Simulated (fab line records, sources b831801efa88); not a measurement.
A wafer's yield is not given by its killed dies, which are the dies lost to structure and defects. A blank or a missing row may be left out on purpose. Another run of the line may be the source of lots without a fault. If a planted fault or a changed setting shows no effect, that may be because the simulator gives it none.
Split-lot trial :: flow sfqLine :: 23 wafers read across 5 lots, on a route 325 steps long

SPLIT DETAILS
At SFQ_TRILAYER_M1_LITHO_PEB_042 (peb time 60 s), the setting pebTimeS was moved away from the recipe's 60 s on 8 of the 23 wafers read, by -8.7% to -5.9%. The other wafers ran this setting at the recipe's value.

FROM THE SPLIT TO THE READING: what the file shows between them, 1 step
- SFQ_TRILAYER_M1_LITHO_DEVELOP_041: time 60 s

THE READING
M1.cdNm (the simulator's own value, which no gauge read), in nm, at SFQ_TRILAYER_M1_BARC_OPEN_METAL_ETCH_054 (etches BARC in O2, target depth 125 nm, time 41.7 s). The file gives no usual value for it. Average 500.2 nm, standard deviation 1.2 nm, over the 15 wafers here run with the recipe.

wafer: L078.1
tool, chamber at the split: lithoTrack-03, 0
pebTimeS as run, s: 55.58
against the recipe: -7.4%
M1.cdNm, nm: 510
against lot-mates on the recipe: +10.7

wafer: L078.2
tool, chamber at the split: lithoTrack-03, 0
pebTimeS as run, s: 60
against the recipe: recipe
M1.cdNm, nm: 499.2
against lot-mates on the recipe: -

wafer: L078.5
tool, chamber at the split: lithoTrack-03, 0
pebTimeS as run, s: 60
against the recipe: recipe
M1.cdNm, nm: 499.2
against lot-mates on the recipe: -

wafer: L078.3
tool, chamber at the split: lithoTrack-03, 0
pebTimeS as run, s: 55.58
against the recipe: -7.4%
M1.cdNm, nm: 509.2
against lot-mates on the recipe: +9.9

wafer: L078.4
tool, chamber at the split: lithoTrack-03, 0
pebTimeS as run, s: 60
against the recipe: recipe
M1.cdNm, nm: 499.5
against lot-mates on the recipe: -

wafer: L079.2
tool, chamber at the split: lithoTrack-02, 0
pebTimeS as run, s: 56.43
against the recipe: -5.9%
M1.cdNm, nm: 509.8
against lot-mates on the recipe: +8.0

wafer: L079.3
tool, chamber at the split: lithoTrack-02, 0
pebTimeS as run, s: 60
against the recipe: recipe
M1.cdNm, nm: 502.6
against lot-mates on the recipe: -

wafer: L079.5
tool, chamber at the split: lithoTrack-02, 0
pebTimeS as run, s: 60
against the recipe: recipe
M1.cdNm, nm: 502.6
against lot-mates on the recipe: -

wafer: L079.4
tool, chamber at the split: lithoTrack-02, 0
pebTimeS as run, s: 56.43
against the recipe: -5.9%
M1.cdNm, nm: 508.5
against lot-mates on the recipe: +6.7

wafer: L079.6
tool, chamber at the split: lithoTrack-02, 0
pebTimeS as run, s: 60
against the recipe: recipe
M1.cdNm, nm: 500.2
against lot-mates on the recipe: -

wafer: L080.2
tool, chamber at the split: lithoTrack-02, 0
pebTimeS as run, s: 54.79
against the recipe: -8.7%
M1.cdNm, nm: 512.2
against lot-mates on the recipe: +12.9

wafer: L080.5
tool, chamber at the split: lithoTrack-02, 0
pebTimeS as run, s: 54.79
against the recipe: -8.7%
M1.cdNm, nm: 512.2
against lot-mates on the recipe: +12.9

wafer: L080.3
tool, chamber at the split: lithoTrack-02, 0
pebTimeS as run, s: 60
against the recipe: recipe
M1.cdNm, nm: 499.9
against lot-mates on the recipe: -

wafer: L080.4
tool, chamber at the split: lithoTrack-02, 0
pebTimeS as run, s: 60
against the recipe: recipe
M1.cdNm, nm: 499.1
against lot-mates on the recipe: -

wafer: L080.6
tool, chamber at the split: lithoTrack-02, 0
pebTimeS as run, s: 60
against the recipe: recipe
M1.cdNm, nm: 499
against lot-mates on the recipe: -

wafer: L084.1
tool, chamber at the split: lithoTrack-02, 0
pebTimeS as run, s: 60
against the recipe: recipe
M1.cdNm, nm: 500.9
against lot-mates on the recipe: -

wafer: L084.2
tool, chamber at the split: lithoTrack-02, 0
pebTimeS as run, s: 60
against the recipe: recipe
M1.cdNm, nm: 501.1
against lot-mates on the recipe: -

wafer: L084.3
tool, chamber at the split: lithoTrack-02, 0
pebTimeS as run, s: 60
against the recipe: recipe
M1.cdNm, nm: 501.3
against lot-mates on the recipe: -

wafer: L085.1
tool, chamber at the split: lithoTrack-04, 0
pebTimeS as run, s: 56.06
against the recipe: -6.6%
M1.cdNm, nm: 509.4
against lot-mates on the recipe: +9.8

wafer: L085.3
tool, chamber at the split: lithoTrack-04, 0
pebTimeS as run, s: 60
against the recipe: recipe
M1.cdNm, nm: 500.4
against lot-mates on the recipe: -

wafer: L085.4
tool, chamber at the split: lithoTrack-04, 0
pebTimeS as run, s: 60
against the recipe: recipe
M1.cdNm, nm: 500
against lot-mates on the recipe: -

wafer: L085.5
tool, chamber at the split: lithoTrack-04, 0
pebTimeS as run, s: 56.06
against the recipe: -6.6%
M1.cdNm, nm: 508.9
against lot-mates on the recipe: +9.3

wafer: L085.6
tool, chamber at the split: lithoTrack-04, 0
pebTimeS as run, s: 60
against the recipe: recipe
M1.cdNm, nm: 498.4
against lot-mates on the recipe: -

FIT RESULTS
A straight line over all 23 wafers: M1.cdNm changes by -1.37 nm for each +1% of pebTimeS; r = -0.98; the points scatter about the line by 1.1 nm.
The same after taking each lot's own level away (the mean of its wafers on the recipe; 23 wafers): -1.42 nm for each +1%; r = -0.99; scatter 0.73 nm.
On that fit, the largest move of pebTimeS shifts the reading by 12 nm.
The span of the lots' own levels, 499.30 to 501.80 nm, comes to 2.0 times the standard deviation stated above.
The two slopes are in agreement: the lot-to-lot level therefore moves the slope only a little.
Check: with one of the wafers moved furthest among these (-8.7%) left out of the fit, the line predicts +12.1 nm for it against its lot-mates. It came out at +12.9 nm against them.

OTHER SPLITS ON THESE WAFERS
These wafers also went through other splits before the reading. Each is held against what the fit with the lots' levels taken away leaves over:
other split on the same wafers: SFQ_TRILAYER_L0_LITHO_COAT_010 resistThkNm
wafers away from the commonest value: 11
r with M1.cdNm (lot level and that fit taken away): +0.62

other split on the same wafers: SFQ_TRILAYER_L0_LITHO_EXPOSE_006 doseMj
wafers away from the commonest value: 5
r with M1.cdNm (lot level and that fit taken away): +0.21

other split on the same wafers: SFQ_TRILAYER_L0_VIA_LITHO_COAT_013 spinRpm
wafers away from the commonest value: 8
r with M1.cdNm (lot level and that fit taken away): -0.19

other split on the same wafers: SFQ_TRILAYER_L0_VIA_LITHO_EXPOSE_014 doseMj
wafers away from the commonest value: 11
r with M1.cdNm (lot level and that fit taken away): +0.07

other split on the same wafers: SFQ_TRILAYER_M0_LITHO_COAT_026 spinRpm
wafers away from the commonest value: 10
r with M1.cdNm (lot level and that fit taken away): -0.20

other split on the same wafers: SFQ_TRILAYER_I0_CMP_CMP_028 leaveAboveRefNm
wafers away from the commonest value: 11
r with M1.cdNm (lot level and that fit taken away): +0.02

other split on the same wafers: SFQ_TRILAYER_I0_VIA_BARC_OPEN_VIA_ETCH_046 biasW
wafers away from the commonest value: 6
r with M1.cdNm (lot level and that fit taken away): +0.13

FILE'S OWN FIT
M1.cdNm changes by -1.41 nm for each +1% of pebTimeS, r = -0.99.
